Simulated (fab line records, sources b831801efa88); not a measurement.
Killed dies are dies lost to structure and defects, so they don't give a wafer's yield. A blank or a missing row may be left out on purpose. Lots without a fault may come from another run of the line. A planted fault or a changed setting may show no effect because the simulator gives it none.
fab line records | flow sky130
record lots=9 wafers=27 last_day=49
route steps=708 shown METAL4@633 VIA4@641 METAL5@663 PAD_OPEN@708
lots that met no fault: from a run of the same line without faults
start_h: hours from the record's first day to the start of the lot's first wafer shown | wait_h: hours since the lot's step before | " the same as in the row above | L1.1+2: a row that stands for several wafers | - no value, or no start given | * or withheld: withheld | < > ~ a bound
route shown NAME@n: a module of which the file shows steps, and the number in the route of the first | usual: mean/standard deviation of fault-free wafers | same: alike in all rows | chamber/n: place in a boat | sites: the reading at each site | _std_site: their standard deviation | _edge_site: outer sites' mean less inner sites' | radius_mm: how far each site lies from the wafer's centre | mask NAME#n: copy n | behind: the tool/chamber that last shaped the wafer | hold: why the lot was held/for how many hours/how that ended | device: the transistor (n, p or np) that didn't switch | end of line: the same wafers' tests at the end of the route | a step without rows: its recipe alone | killed: dies lost to structure and defects at the first sort, not the wafer's yield | map: a wafer's dies, x killed, . not, _ none there
set.NAME: the setting as run; set.NAME@STEP: as run at that earlier step | model.NAME: the simulator's own value behind a step, which no gauge read
steps of the route over a sample of lots; a table a step, a row a wafer
services: from which hour (start_h, from the record's first day; less than 0 if before it) a tool's chamber was out of use, for how many hours, and why
## steps
# step SKY_METAL4_ETCH_17
# recipe target=SiO2 stop_on=TiN chemistry=C4F8/O2/Ar source_w=1500 bias_w=1200 pressure_mtorr=40 c4f8_flow_sccm=withheld O2_flow_sccm=6 Ar_flow_sccm=300 time_s=3.9 target_depth_a=150
# usual chamber_pressure_mTorr=40.00/0.036 oes_product_au=0.754/0.0074 rf_fwd_power_W=1467/7.3
# columns lot.wafer tool chamber start_h wait_h chamber_pressure_mTorr oes_product_au rf_fwd_power_W rf_hours_counter_h
L595.3 rie_diel-04 1 978.47 0.0 40.00 0.748 1468 5
L595.5 " 1 " " 39.98 0.754 1475 -
L595.6 " 2 " " 39.96 0.742 1460 -
L597.2 rie_diel-02 0 987.68 0.1 40.00 0.753 1458 19
L597.3 " 2 " " 40.06 0.768 1486 25
L597.6 " 3 " " 39.99 0.769 1466 -
L599.2 rie_diel-01 3 1008.78 0.1 39.96 0.746 1463 13
L599.5 " 3 " " 40.02 0.750 1468 -
L599.6 " 0 " " 40.00 0.756 1461 -
L600.1 rie_diel-01 0 1012.32 0.1 40.03 0.736 1471 0
L600.3 " 1 " " 40.00 0.745 1466 7
L600.6 " 2 " " 40.00 0.752 1471 -
L602.1 rie_diel-04 0 1026.63 0.1 40.01 0.751 1456 23
L602.4 " 2 " " 40.02 0.759 1458 7
L602.5 " 0 " " 40.00 0.757 1460 -
L613.3 rie_diel-02 1 1096.07 0.0 40.01 0.765 1468 8
L613.4 " 2 " " 39.95 0.758 1485 1
L613.5 " 0 " " 40.02 0.756 1459 -
L612.4 rie_diel-01 0 1098.48 0.0 39.96 0.762 1462 3
L612.5 " 1 " " 39.97 0.757 1469 -
L612.6 " 2 " " 40.00 0.755 1476 -
L614.2 rie_diel-01 2 1103.78 0.1 40.03 0.753 1468 19
L614.3 " 1 " " 40.00 0.756 1462 10
L614.4 " 0 " " 40.04 0.755 1458 3
L615.1 rie_diel-02 1 1105.53 0.1 40.07 0.745 1476 8
L615.4 " 0 " " 40.01 0.760 1469 25
L615.6 " 1 " " 39.98 0.759 1477 -
# step SKY_VIA4_CMP_02
# recipe material=SiO2 down_force_psi=4 platen_rpm=60 pad_velocity_m_s=0.94248
# usual motor_current_A=12.4/1.1
# columns lot.wafer tool chamber start_h wait_h motor_current_A
L595.3 cmp-02 0 979.70 0.2 14.3
L595.6 " 1 " " 11.7
L595.5 " 2 " " 12.8
L597.2 cmp-01 3 988.71 0.0 12.0
L597.3 " 1 " " 12.3
L597.6 " 3 " " 12.1
L599.2 cmp-02 1 1009.86 0.1 11.2
L599.6 " 0 " " 14.2
L599.5 " 1 " " 11.3
L600.1 cmp-01 1 1013.55 0.1 12.3
L600.3 " 2 " " 13.1
L600.6 " 1 " " 12.0
L602.4 cmp-01 0 1027.66 0.0 10.0
L602.1 " 2 " " 13.0
L602.5 " 1 " " 12.9
L613.4 cmp-02 2 1097.23 0.1 13.0
L613.3 " 3 " " 12.5
L613.5 " 0 " " 14.2
L612.4 cmp-02 0 1099.56 0.1 13.3
L612.5 " 3 " " 12.4
L612.6 " 0 " " 14.5
L614.4 cmp-02 1 1104.81 0.0 11.3
L614.2 " 2 " " 13.1
L614.3 " 0 " " 13.7
L615.1 cmp-02 2 1106.58 0.1 12.7
L615.4 " 3 " " 12.4
L615.6 " 2 " " 12.9
# step SKY_METAL5_SPUTTER_02
# recipe material=AlCu target_thk_nm=1150 power_w=10600 time_s=61.2 chamber_pressure_pa=0.4
# usual throttle_valve_pct=30.1/0.86
# columns lot.wafer tool chamber start_h wait_h throttle_valve_pct
L595.3 pvd_sputter-02 - 1004.48 0.0 30.6
L595.5 " - " " 29.2
L595.6 " - " " 30.6
L597.2 pvd_sputter-04 - 1013.79 0.0 29.8
L597.3 " - " " 30.2
L597.6 " - " " 30.6
L599.2 pvd_sputter-04 - 1034.17 0.0 30.7
L599.5 " - " " 30.3
L599.6 " - " " 29.8
L600.1 pvd_sputter-02 - 1037.83 0.0 30.4
L600.3 " - " " 29.4
L600.6 " - " " 30.4
L602.1 pvd_sputter-01 - 1051.78 0.0 29.1
L602.4 " - " " 29.7
L602.5 " - " " 32.0
L613.3 pvd_sputter-04 - 1117.85 0.0 30.4
L613.4 " - " " 29.7
L613.5 " - " " 30.5
L612.4 pvd_sputter-01 - 1121.70 0.0 32.1
L612.5 " - " " 32.3
L612.6 " - " " 28.9
L614.2 pvd_sputter-04 - 1126.36 0.0 30.0
L614.3 " - " " 30.1
L614.4 " - " " 30.4
L615.1 pvd_sputter-02 - 1127.76 0.0 30.3
L615.4 " - " " 29.3
L615.6 " - " " 29.4
# step SKY_METAL5_SPUTTER_04
# recipe material=TiN target_thk_nm=70 power_w=6500 time_s=58.3 chamber_pressure_pa=0.4
# usual throttle_valve_pct=30.1/0.83
# columns lot.wafer tool chamber start_h wait_h throttle_valve_pct
L595.3 pvd_sputter-02 - 1004.55 0.0 30.6
L595.5 " - " " 28.9
L595.6 " - " " 30.4
L597.2 pvd_sputter-04 - 1013.86 0.0 29.8
L597.3 " - " " 30.3
L597.6 " - " " 30.3
L599.2 pvd_sputter-04 - 1034.24 0.0 30.7
L599.5 " - " " 30.4
L599.6 " - " " 29.6
L600.1 pvd_sputter-02 - 1037.90 0.0 30.3
L600.3 " - " " 29.1
L600.6 " - " " 30.3
L602.1 pvd_sputter-01 - 1051.85 0.0 29.2
L602.4 " - " " 29.7
L602.5 " - " " 32.3
L613.3 pvd_sputter-04 - 1117.92 0.0 30.4
L613.4 " - " " 29.7
L613.5 " - " " 30.6
L612.4 pvd_sputter-01 - 1121.77 0.0 32.4
L612.5 " - " " 32.3
L612.6 " - " " 29.0
L614.2 pvd_sputter-04 - 1126.43 0.0 29.7
L614.3 " - " " 30.1
L614.4 " - " " 30.4
L615.1 pvd_sputter-02 - 1127.83 0.0 30.5
L615.4 " - " " 28.9
L615.6 " - " " 29.7
# step SKY_METAL5_RS_MEAS_05
# recipe thk_meas_gauge=four-point-probe reads=TiN_of_METAL5_SPUTTER_04+Ti_of_METAL5_SPUTTER_03+AlCu_of_METAL5_SPUTTER_02+TiN_of_METAL5_SPUTTER_01+Ti_of_METAL5_SPUTTER_00
# usual METAL5_ALCU_RS=0.0271/0.00032
# columns lot.wafer tool chamber start_h wait_h METAL5_ALCU_RS[ohm/sq]
L595.3 film_metro-03 - 1004.64 0.1 0.0277
L595.5 " - " " 0.0271
L595.6 " - " " 0.0277
L597.2 film_metro-04 - 1013.93 0.0 0.0265
L597.3 " - " " 0.0265
L597.6 " - " " 0.0268
L599.2 film_metro-03 - 1034.31 0.0 0.0273
L599.5 " - " " 0.0274
L599.6 " - " " 0.0273
L600.1 film_metro-04 - 1037.95 0.0 0.0274
L600.3 " - " " 0.0271
L600.6 " - " " 0.0273
L602.1 film_metro-02 - 1051.90 0.0 0.0272
L602.4 " - " " 0.0273
L602.5 " - " " 0.0274
L613.3 film_metro-02 - 1118.01 0.1 0.0262
L613.4 " - " " 0.0261
L613.5 " - " " 0.0263
L612.4 film_metro-03 - 1121.88 0.1 0.0268
L612.5 " - " " 0.0269
L612.6 " - " " 0.0324
L614.2 film_metro-03 - 1126.50 0.0 0.0272
L614.3 " - " " 0.0272
L614.4 " - " " 0.0275
L615.1 film_metro-02 - 1127.88 0.0 0.0271
L615.4 " - " " 0.0270
L615.6 " - " " 0.0268
# step SKY_METAL5_THK_MEAS_06
# recipe thk_meas_gauge=xrf reads=AlCu_of_METAL5_SPUTTER_02
# usual METAL5_ALCU_THK=1156/13
# columns lot.wafer tool chamber start_h wait_h METAL5_ALCU_THK[nm]
L595.3 film_metro-03 - 1004.74 0.1 1130
L595.5 " - " " 1162
L595.6 " - " " 1134
L597.2 film_metro-04 - 1014.04 0.1 1182
L597.3 " - " " 1178
L597.6 " - " " 1163
L599.2 film_metro-03 - 1034.42 0.1 1152
L599.5 " - " " 1148
L599.6 " - " " 1150
L600.1 film_metro-04 - 1038.07 0.1 1149
L600.3 " - " " 1159
L600.6 " - " " 1143
L602.1 film_metro-02 - 1052.02 0.1 1140
L602.4 " - " " 1140
L602.5 " - " " 1148
L613.3 film_metro-02 - 1118.11 0.1 1177
L613.4 " - " " 1186
L613.5 " - " " 1180
L612.4 film_metro-03 - 1121.97 0.1 1175
L612.5 " - " " 1168
L612.6 " - " " 1003
L614.2 film_metro-03 - 1126.61 0.1 1142
L614.3 " - " " 1151
L614.4 " - " " 1135
L615.1 film_metro-02 - 1128.00 0.1 1149
L615.4 " - " " 1149
L615.6 " - " " 1160
# step SKY_METAL5_METAL_ETCH_15
# recipe target_depth_a=12600 stop_on=SiO2 over_etch_frac=0.2 time_s=252 chemistry=Cl2/BCl3 resist_sidewall_deg=86 pressure_mtorr=10 icp_w=900 bias_w=48.5 Cl2_flow_sccm=60 bcl3_flow_sccm=30
# usual bcl3_flow_sccm=29.98/0.096 chamber_pressure_mTorr=9.999/0.0094 drypump_motor_current_A=5.7/0.31 oes_product_au=0.895/0.0051 rf_fwd_power_W=897/3 throttle_valve_pct=22.265/0.009
# same over_etch_frac=0.2
# columns lot.wafer tool chamber start_h wait_h bcl3_flow_sccm chamber_pressure_mTorr drypump_motor_current_A oes_product_au rf_fwd_power_W rf_hours_counter_h throttle_valve_pct
L595.3 rie_metal-04 1 1027.71 0.1 29.99 9.991 5.4 0.888 898 - 22.257
L595.5 " 1 " " 30.18 9.988 5.4 0.892 895 - 22.294
L595.6 " 0 " " 29.95 10.021 6.0 0.890 900 - 22.260
L597.2 rie_metal-02 0 1036.76 0.0 30.05 10.009 5.5 0.895 896 10 22.251
L597.3 " 1 " " 30.00 10.009 5.3 0.900 896 - 22.260
L597.6 " 0 " " 29.80 9.999 5.5 0.901 896 - 22.265
L599.2 rie_metal-02 0 1056.38 0.0 30.02 10.009 5.6 0.892 897 11 22.275
L599.5 " 0 " " 30.00 9.986 5.5 0.899 899 - 22.274
L599.6 " 1 " " 30.02 10.005 5.4 0.891 897 - 22.275
L600.1 rie_metal-04 0 1059.42 0.0 30.13 10.019 6.0 0.893 902 10 22.267
L600.3 " 1 " " 30.02 9.996 5.5 0.890 892 - 22.244
L600.6 " 1 " " 29.81 9.995 5.5 0.894 892 - 22.276
L602.1 rie_metal-01 1 1073.41 0.0 29.90 10.004 6.3 0.895 895 11 22.246
L602.4 " 0 " " 30.06 10.011 5.8 0.901 898 - 22.250
L602.5 " 0 " " 30.07 9.992 5.8 0.900 896 - 22.257
L613.3 rie_metal-01 0 1137.20 0.2 29.97 9.985 5.8 0.905 894 - 22.278
L613.4 " 0 " " 30.02 10.004 5.8 0.900 893 - 22.267
L613.5 " 0 " " 29.94 10.018 5.8 0.900 896 - 22.277
L612.4 rie_metal-01 1 1140.91 0.1 30.06 9.986 6.3 0.895 898 - 22.256
L612.5 " 0 " " 29.91 10.014 5.8 0.893 902 - 22.258
L612.6 " 1 " " 30.02 10.004 6.3 0.823 900 - 22.252
L614.2 rie_metal-04 0 1145.88 0.0 29.95 10.002 6.0 0.891 901 17 22.279
L614.3 " 0 " " 29.92 10.002 6.0 0.891 902 - 22.251
L614.4 " 1 " " 29.81 9.989 5.4 0.893 901 - 22.264
L615.1 rie_metal-02 1 1146.42 0.0 29.96 9.999 5.4 0.895 891 26 22.260
L615.4 " 1 " " 30.01 9.994 5.4 0.889 888 - 22.261
L615.6 " 0 " " 29.94 10.012 5.5 0.889 896 - 22.268
# step SKY_PAD_OPEN_PROBE_99
# usual defect_limited_yield=82.6/2.1 killed_at_M0_to_M3=43/7.3 killed_at_M4_up=3.1/1.8 killed_at_contacts=24/5.4 killed_at_front_end=15/4.1 killed_at_other=0.2/0.52 killed_dies=86/10 killed_on_rim=17/4.1 killed_open=47/7.3 killed_short=39/6.4 sort_bin_3_pad_short=0.8/0.37 sort_bin_5_function=10.1/1.4 sort_bin_6_memory=6.4/1.2 sort_n_pass=406/10 sort_yield_pct=82.6/2.1
# same gross_dies=492 killed_at_back_side=0 sort_bin_4_leakage[%]=0 sort_bin_8_speed[%]=0
# columns lot.wafer tool chamber start_h wait_h defect_limited_yield[%] killed_at_M0_to_M3 killed_at_M4_up killed_at_contacts killed_at_front_end killed_at_other killed_dies killed_on_rim killed_open killed_short sort_bin_3_pad_short[%] sort_bin_5_function[%] sort_bin_6_memory[%] sort_n_pass sort_yield_pct[%]
L595.3 prober-01 - 1074.98 0.2 83.5 44 4 22 11 0 81 18 36 45 1.4 10.8 4.3 411 83.5
L595.5 prober-01 - 1075.08 0.2 85.6 34 5 19 13 0 71 13 33 37 1.0 8.7 4.7 421 85.6
L595.6 prober-01 - 1075.13 0.2 85.2 39 2 23 9 0 73 15 40 33 0.8 10.0 4.1 419 85.2
L599.2 prober-01 - 1101.42 0.1 83.9 35 3 28 13 0 79 15 47 31 0.8 9.3 5.9 413 83.9
L599.5 prober-01 - 1101.57 0.2 82.9 40 3 26 14 1 84 22 49 34 1.2 8.1 7.7 408 82.9
L599.6 prober-01 - 1101.62 0.2 81.9 44 1 30 14 0 89 20 54 35 0.2 10.2 7.7 403 81.9
L602.1 prober-02 - 1117.06 0.1 83.1 41 2 30 10 0 83 16 44 39 1.2 11.0 4.7 409 83.1
L602.4 prober-02 - 1117.21 0.2 80.5 54 3 24 15 0 96 13 57 39 0.4 11.0 8.1 396 80.5
L602.5 prober-02 - 1117.26 0.2 82.1 50 1 24 13 0 88 8 45 43 1.2 9.1 7.5 404 82.1
L612.4 prober-01 - 1178.75 0.2 85.2 39 3 18 13 0 73 13 45 28 0.8 9.1 4.9 419 85.2
L612.5 prober-01 - 1178.80 0.2 84.3 31 4 26 16 0 77 17 40 35 1.0 8.3 6.3 415 84.3
L612.6 prober-01 - 1178.85 0.2 83.5 36 2 24 19 0 81 16 50 31 1.2 9.6 5.7 411 83.5
L614.2 prober-02 - 1184.07 0.1 83.5 36 4 22 17 2 81 17 43 38 0.4 8.9 7.1 411 83.5
L614.3 prober-02 - 1184.12 0.2 81.3 55 4 18 14 1 92 22 52 40 1.0 10.2 7.5 400 81.3
L614.4 prober-02 - 1184.17 0.2 84.6 36 3 23 14 0 76 15 43 33 0.2 10.0 5.3 416 84.6
# killed by level:class
L595.3 VIA1:geometric_particle:open=11 CONTACT:geometric_particle:open=9 METAL1:geometric_particle:short=9 CONTACT:geometric_particle:short=6 METAL3:geometric_particle:short=6 VIA1:geometric_particle:short=4 SPACER:geometric_particle:short=3 LOCAL_INTERCONNECT:geometric_particle:short=3
L595.5 VIA1:geometric_particle:open=10 LI_CONTACT:geometric_particle:open=6 CONTACT:geometric_particle:open=6 METAL4:geometric_particle:short=5 VIA1:geometric_particle:short=5 FIELD_ISO:geometric_particle:open=4 CONTACT:geometric_particle:short=4 METAL2:geometric_particle:short=4
L595.6 CONTACT:geometric_particle:open=12 VIA1:geometric_particle:open=11 METAL2:geometric_particle:short=8 CONTACT:geometric_particle:short=7 METAL1:geometric_particle:short=4 VIA2:geometric_particle:open=4 FIELD_ISO:geometric_particle:short=3 LI_CONTACT:geometric_particle:open=3
L599.2 CONTACT:geometric_particle:open=13 VIA1:geometric_particle:open=10 LI_CONTACT:geometric_particle:open=7 VIA3:geometric_particle:open=4 CONTACT:geometric_particle:short=4 VIA2:geometric_particle:open=4 FIELD_ISO:geometric_particle:open=3 FIELD_ISO:geometric_particle:short=3
L599.5 VIA1:geometric_particle:open=11 LI_CONTACT:geometric_particle:open=10 CONTACT:geometric_particle:open=9 METAL1:geometric_particle:short=7 VIA2:geometric_particle:open=5 POLY_GATE:geometric_particle:short=4 METAL2:geometric_particle:short=4 METAL3:geometric_particle:short=4
L599.6 LI_CONTACT:geometric_particle:open=11 VIA3:geometric_particle:open=11 VIA1:geometric_particle:open=8 CONTACT:geometric_particle:open=7 VIA2:geometric_particle:open=7 FIELD_ISO:geometric_particle:short=6 VIA3:geometric_particle:short=5 LI_CONTACT:geometric_particle:short=4
L602.1 LI_CONTACT:geometric_particle:open=11 VIA1:geometric_particle:open=9 LI_CONTACT:geometric_particle:short=8 CONTACT:geometric_particle:open=7 METAL3:geometric_particle:short=5 METAL2:geometric_particle:short=5 VIA3:geometric_particle:open=5 VIA2:geometric_particle:short=4
L602.4 VIA1:geometric_particle:open=16 CONTACT:geometric_particle:open=9 VIA3:geometric_particle:open=8 METAL1:geometric_particle:short=8 VIA2:geometric_particle:open=7 LI_CONTACT:geometric_particle:open=6 FIELD_ISO:geometric_particle:short=5 FIELD_ISO:geometric_particle:open=4
L602.5 CONTACT:geometric_particle:open=10 VIA1:geometric_particle:open=10 VIA1:geometric_particle:short=9 VIA3:geometric_particle:open=6 LOCAL_INTERCONNECT:geometric_particle:short=5 VIA2:geometric_particle:open=5 METAL2:geometric_particle:short=5 FIELD_ISO:geometric_particle:short=4
L612.4 VIA1:geometric_particle:open=11 VIA2:geometric_particle:open=8 CONTACT:geometric_particle:open=6 LI_CONTACT:geometric_particle:open=5 LOCAL_INTERCONNECT:geometric_particle:short=4 VIA1:geometric_particle:short=4 POLY_GATE:geometric_particle:open=3 POLY_GATE:geometric_particle:short=3
L612.5 LI_CONTACT:geometric_particle:open=9 CONTACT:geometric_particle:open=7 LOCAL_INTERCONNECT:geometric_particle:short=6 VIA1:geometric_particle:open=6 VIA3:geometric_particle:open=5 FIELD_ISO:geometric_particle:short=4 POLY_GATE:geometric_particle:short=4 METAL3:geometric_particle:short=4
L612.6 VIA2:geometric_particle:open=9 LI_CONTACT:geometric_particle:open=6 CONTACT:geometric_particle:open=6 VIA3:geometric_particle:open=6 POLY_GATE:geometric_particle:short=5 CONTACT:geometric_particle:short=5 SPACER:geometric_particle:open=4 LOCAL_INTERCONNECT:geometric_particle:short=4
L614.2 CONTACT:geometric_particle:open=10 VIA2:geometric_particle:open=7 VIA3:geometric_particle:open=6 VIA1:geometric_particle:open=6 METAL1:geometric_particle:short=5 FIELD_ISO:geometric_particle:short=4 LI_CONTACT:geometric_particle:open=4 LI_CONTACT:geometric_particle:short=4
L614.3 METAL1:geometric_particle:short=12 VIA3:geometric_particle:open=10 VIA1:geometric_particle:open=10 CONTACT:geometric_particle:open=7 VIA2:geometric_particle:open=6 FIELD_ISO:geometric_particle:open=5 LI_CONTACT:geometric_particle:open=5 VIA1:geometric_particle:short=4
L614.4 VIA1:geometric_particle:open=9 LI_CONTACT:geometric_particle:open=8 CONTACT:geometric_particle:open=8 FIELD_ISO:geometric_particle:short=5 POLY_GATE:geometric_particle:open=5 VIA3:geometric_particle:open=5 VIA1:geometric_particle:short=4 VIA3:geometric_particle:short=4
## services
# columns tool chamber start_h hours kind
rie_metal-01 - 960.36 0.6 repair
cmp-02 - 966.70 1.2 repair
cmp-01 - 973.90 0.6 repair
rie_diel-04 3 976.78 2.5 repair
cmp-02 - 983.99 2.0 repair
pvd_sputter-04 1 984.97 - consumable_replace:kit
pvd_sputter-04 1 984.97 18.0 scheduled_down
pvd_sputter-02 - 986.30 1.4 repair
pvd_sputter-01 - 1007.91 8.1 repair
cmp-02 - 1010.58 2.0 repair
pvd_sputter-02 - 1016.03 3.7 repair
rie_diel-01 1 1033.25 15.8 repair
rie_diel-02 3 1033.67 3.7 repair
rie_metal-01 0 1050.43 1.4 repair
rie_diel-02 1 1052.61 4.1 repair
cmp-01 - 1062.45 6.1 pm
pvd_sputter-04 - 1066.26 0.7 repair
cmp-01 - 1071.74 0.4 repair
rie_diel-01 0 1077.50 1.8 repair
cmp-02 - 1084.17 4.0 pm
rie_diel-04 - 1096.80 14.6 pm
pvd_sputter-02 - 1115.66 5.3 repair
rie_diel-01 1 1116.77 4.9 repair
rie_metal-01 1 1120.83 16.7 repair
## key
first_sign step=SKY_METAL5_RS_MEAS_05 reading=METAL5_ALCU_RS direction=up sigmas=17 usual=0.0271 struck=0.0324
effect step=SKY_METAL5_THK_MEAS_06 reading=METAL5_ALCU_THK direction=down sigmas=12 usual=1156 struck=1003
effect step=SKY_METAL5_METAL_ETCH_15 reading=oes_product_au direction=down sigmas=14 usual=0.895 struck=0.823
met_at SKY_METAL5_SPUTTER_02
struck_lots L612
struck_wafers L612.6
not_acting_at SKY_METAL4_ETCH_17,SKY_VIA4_CMP_02,SKY_METAL5_SPUTTER_04
onset_between 1051.78 1121.70
fault kind=site_profile_drift tool=pvd_sputter-01 chamber=- onset_h=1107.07 steps=SKY_METAL5_SPUTTER_02 basis=fraction max_abs_drift=0.32137 slope_share_per_hr=71.416 site_pattern=0,0,0,0,0,-1,-1,-1,-1 scope=struck_wafers_only
